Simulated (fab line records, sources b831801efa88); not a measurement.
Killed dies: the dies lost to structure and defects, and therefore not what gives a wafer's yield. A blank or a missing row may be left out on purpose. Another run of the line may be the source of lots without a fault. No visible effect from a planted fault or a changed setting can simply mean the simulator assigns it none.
Struck lot and sound lot, side by side || flow sky130 || 23 out of 708 route steps
Sound: the wafers L257.2, L257.3, L257.5. Struck: wafers L268.2, L268.5. The cause comes at the end.
For every step that has rows: the tool of each side, followed by ch and its chambers, followed by its first start. Under that, the readings that differ: sound wafers || struck wafers || difference of the means || sigmas: that difference in standard deviations of wafers without a fault.
alike: same words and numbers on both sides, and readings whose means sit less than 2 such deviations apart. not compared: any withheld reading, any reading some wafer has no value for, any bound like >300 that may hide the same value, and any number with overlapping values for which the record gives no deviation.
Wherever a step has rows on one side only, a row that says differs or no value, or a row with sigmas, the two part there. Non-overlapping numbers with no deviation appear without sigmas and do not part them. A reading missing from all wafers of one side parts the sides only when that side holds two or more wafers.

first, 6 steps without rows for these wafers: SKY_VT_ADJUST_LVTN_HMDS_12 (prime time 60 s); SKY_VT_ADJUST_LVTN_COAT_13 (resist thk 1140 nm); SKY_VT_ADJUST_LVTN_SOFTBAKE_14 (time 60 s); SKY_VT_ADJUST_LVTN_EXPOSE_15 (exposes mask HVN STD DERIVED, target cd 600 nm); SKY_VT_ADJUST_LVTN_PEB_16; SKY_VT_ADJUST_LVTN_DEVELOP_17 (develop time 60 s).
SKY_VT_ADJUST_LVTN_OVL_MEAS_18:
  sound: overlay-01 at day 7 17:15; struck: overlay-02 at day 11 01:19
  alike: VT_ADJUST_LVTN_01_OVL
after that, 1 step had no rows for these wafers: SKY_VT_ADJUST_LVTN_IMPLANT_19.
SKY_VT_ADJUST_LVTN_STRIP_20: strips in O2/N2.
  sound on plasmaAsher-01 ch 0,1, day 7 17:26; struck on plasmaAsher-04 ch 0, day 11 01:30
  alike: drypumpMotorCurrentA, oesProductAu, stripTimeToEndpointS
  not compared: rfHoursCounterH
SKY_VT_ADJUST_LVTN_TW_MEAS_21:
  sound: filmMetro-04 at day 7 17:32; struck: filmMetro-02 at day 11 01:37
  alike: VT_ADJUST_LVTN_2_TW
then, 2 steps without rows for these wafers: SKY_VT_ADJUST_NCORE_DEHYDRATE_00 (time 60 s); SKY_VT_ADJUST_NCORE_HMDS_01 (prime time 60 s).
SKY_VT_ADJUST_NCORE_COAT_02: resist thk 1140 nm.
  sound on lithoTrack-04 ch 0, day 8 02:53; struck on lithoTrack-02 ch 0, day 11 13:37
{"reading": "model.NOVOLAK_of_VT_ADJUST_NCORE_COAT_02.thkNm (nm)", "sound": "1142 1140 1143", "struck": "1229 1228", "difference": "+87", "sigmas": ""}
then, 3 steps without rows for these wafers: SKY_VT_ADJUST_NCORE_SOFTBAKE_03 (time 60 s); SKY_VT_ADJUST_NCORE_EXPOSE_04 (exposes mask LVTN COMPLEMENT THIN, target cd 380 nm); SKY_VT_ADJUST_NCORE_PEB_05.
SKY_VT_ADJUST_NCORE_DEVELOP_06: develop time 60 s.
  sound on lithoTrack-03 ch 0, day 8 13:50; struck on lithoTrack-04 ch 0, day 12 00:38
{"reading": "model.NOVOLAK_of_VT_ADJUST_NCORE_COAT_02.thkNm (nm)", "sound": "1142 1139 1142", "struck": "1229 1228", "difference": "+88", "sigmas": ""}
SKY_VT_ADJUST_NCORE_CD_MEAS_07: target cd 380 nm.
  sound: cdSem-01 at day 8 13:58; struck: cdSem-01 at day 12 00:47
{"reading": "cdNm (nm)", "sound": "380.9 381.6 380.7", "struck": "371.2 369.1", "difference": -10.9, "sigmas": -5}
SKY_VT_ADJUST_NCORE_OVL_MEAS_08:
  sound: overlay-01 at day 8 14:05; struck: overlay-02 at day 12 00:53
  alike: VT_ADJUST_NCORE_OVL
after that, 1 step had no rows for these wafers: SKY_VT_ADJUST_NCORE_IMPLANT_09.
SKY_VT_ADJUST_NCORE_STRIP_10: strips in O2/N2.
  sound on plasmaAsher-02 ch 0, day 8 14:16; struck on plasmaAsher-04 ch 1, day 12 01:04
{"reading": "stripTimeToEndpointS (s)", "sound": "14.19 14.18 14.20", "struck": "15.17 15.17", "difference": "+0.98", "sigmas": "+25"}
  alike: drypumpMotorCurrentA, oesProductAu
  not compared: rfHoursCounterH
SKY_VT_ADJUST_NCORE_TW_MEAS_11:
  sound: filmMetro-03 at day 8 14:22; struck: filmMetro-03 at day 12 01:11
  alike: VT_ADJUST_NCORE_TW
after that, 1 step had no rows for these wafers: SKY_PAD_OPEN_PROBE_99.

## WHERE THEY PART
Earliest at SKY_VT_ADJUST_NCORE_CD_MEAS_07; latest, in this record, at SKY_VT_ADJUST_NCORE_STRIP_10. Later steps at which nothing parts them and some readings are alike: SKY_VT_ADJUST_NCORE_TW_MEAS_11.

WHY: whatever the simulator had introduced
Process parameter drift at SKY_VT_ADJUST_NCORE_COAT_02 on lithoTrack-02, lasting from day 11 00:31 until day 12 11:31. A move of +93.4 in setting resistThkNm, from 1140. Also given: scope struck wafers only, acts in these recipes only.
